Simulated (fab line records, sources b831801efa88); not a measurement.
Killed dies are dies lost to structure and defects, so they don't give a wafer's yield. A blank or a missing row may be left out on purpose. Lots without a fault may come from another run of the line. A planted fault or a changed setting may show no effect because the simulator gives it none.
Which tool did it? | flow sfq_line | 13 lots, 39 wafers sampled, at 2 steps of a route of 325

WHAT THE GAUGES READ, wafer by wafer
SFQ_M3_RS_MEAS_919: measures by four-point-probe.
lot  | measured     | on            | M3_NB_RS (ohm/sq)
L585 | day 22 22:19 | film_metro-01 | 0.892 0.880 0.894
L586 | day 23 09:07 | film_metro-01 | 0.900 0.884 0.899
L588 | day 24 03:07 | film_metro-02 | 0.888 0.899 0.893
L590 | day 25 11:38 | film_metro-01 | 0.892 0.893 0.884
L591 | day 26 00:49 | film_metro-04 | 0.886 0.873 0.879
L592 | day 26 06:55 | film_metro-04 | 0.892 0.886 0.892
L595 | day 27 10:25 | film_metro-01 | 0.877 0.887 0.877
L596 | day 28 05:09 | film_metro-01 | 0.877 0.876 0.875
L598 | day 28 21:44 | film_metro-04 | 0.910 0.901 0.891
L605 | day 31 22:56 | film_metro-02 | 0.894 0.899 0.591
L606 | day 32 02:32 | film_metro-04 | 0.876 0.891 0.886
L607 | day 32 20:21 | film_metro-01 | 0.901 0.896 0.904
L608 | day 33 02:22 | film_metro-02 | 0.882 0.890 0.882

WHICH TOOL RAN EACH LOT (tool, then ch and the chambers of the sampled wafers, then the start)
lot  | SFQ_TRILAYER_M3_DEP_SPUTTER_073
L585 | pvd_sputter-04, day 22 22:14
L586 | pvd_sputter-03, day 23 09:02
L588 | pvd_sputter-06, day 24 03:02
L590 | pvd_sputter-03, day 25 11:32
L591 | pvd_sputter-04, day 26 00:44
L592 | pvd_sputter-03, day 26 06:49
L595 | pvd_sputter-04, day 27 10:20
L596 | pvd_sputter-06, day 28 05:02
L598 | pvd_sputter-04, day 28 21:38
L605 | pvd_sputter-03, day 31 22:51
L606 | pvd_sputter-04, day 32 02:26
L607 | pvd_sputter-04, day 32 20:16
L608 | pvd_sputter-04, day 33 02:16
- SFQ_TRILAYER_M3_DEP_SPUTTER_073: material Nb, target thk 200 nm, time 133.3 s.

WHAT THE TOOLS THEMSELVES READ (means of the sampled wafers that have a number; where no wafer has one, the mark that the record gives instead)
SFQ_TRILAYER_M3_DEP_SPUTTER_073.
lot  | tool           | cathode_dc_power_W (W) | throttle_valve_pct (%)
L585 | pvd_sputter-04 | 1999.9                 | 29.3
L586 | pvd_sputter-03 | 2000.2                 | 30.1
L588 | pvd_sputter-06 | 2000.1                 | 28.7
L590 | pvd_sputter-03 | 2000.2                 | 29.9
L591 | pvd_sputter-04 | 1999.9                 | 29.4
L592 | pvd_sputter-03 | 2000.1                 | 29.1
L595 | pvd_sputter-04 | 2000.0                 | 29.4
L596 | pvd_sputter-06 | 2000.0                 | 29.8
L598 | pvd_sputter-04 | 1999.8                 | 29.1
L605 | pvd_sputter-03 | 2000.3                 | 29.1
L606 | pvd_sputter-04 | 2000.0                 | 29.0
L607 | pvd_sputter-04 | 1999.6                 | 28.8
L608 | pvd_sputter-04 | 2000.1                 | 28.8

THE ANSWER, worked out from the rows above alone
Rule: what is usual is taken from the lots themselves. Put in order of their means at a reading, lots are off if they are a third of the lots or fewer, leave a main group of 4 or more, and stand apart from it by a gap of 3 or more times the standard deviation of the main group's means; of several such gaps the widest counts. A main group whose means are all the same, to the digits that the tables above print for the reading, isn't used. A lot without any number at a reading at which 4 lots or more have one is off too. The other lots that the step has rows for count as sound. The gauges are gone through in route order, then the tools' own readings, and for those a lot's mean is taken as printed above. The first step at which some lot is off is used, and at that step the reading that is off furthest; a lot without a number counts as furthest.
Off: L605, at SFQ_M3_RS_MEAS_919 (M3_NB_RS). The main group: mean 0.888 ohm/sq, standard deviation 0.0076.
A tool fits if, at a process step before that reading, it ran every lot that is off, and no sound lot after the first of them. The gauges at SFQ_M3_RS_MEAS_919 are tried like those tools. One fits: pvd_sputter-03 at SFQ_TRILAYER_M3_DEP_SPUTTER_073. Its last sound lot is L592 (day 26 06:49), its first lot that is off L605 (day 31 22:51): a fault that began between those two fits.

WHAT THE SIMULATOR HAD PUT IN
Process parameter drift: pvd_sputter-03, from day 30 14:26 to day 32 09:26, at SFQ_TRILAYER_M3_DEP_SPUTTER_073. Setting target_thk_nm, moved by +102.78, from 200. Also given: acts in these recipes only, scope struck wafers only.
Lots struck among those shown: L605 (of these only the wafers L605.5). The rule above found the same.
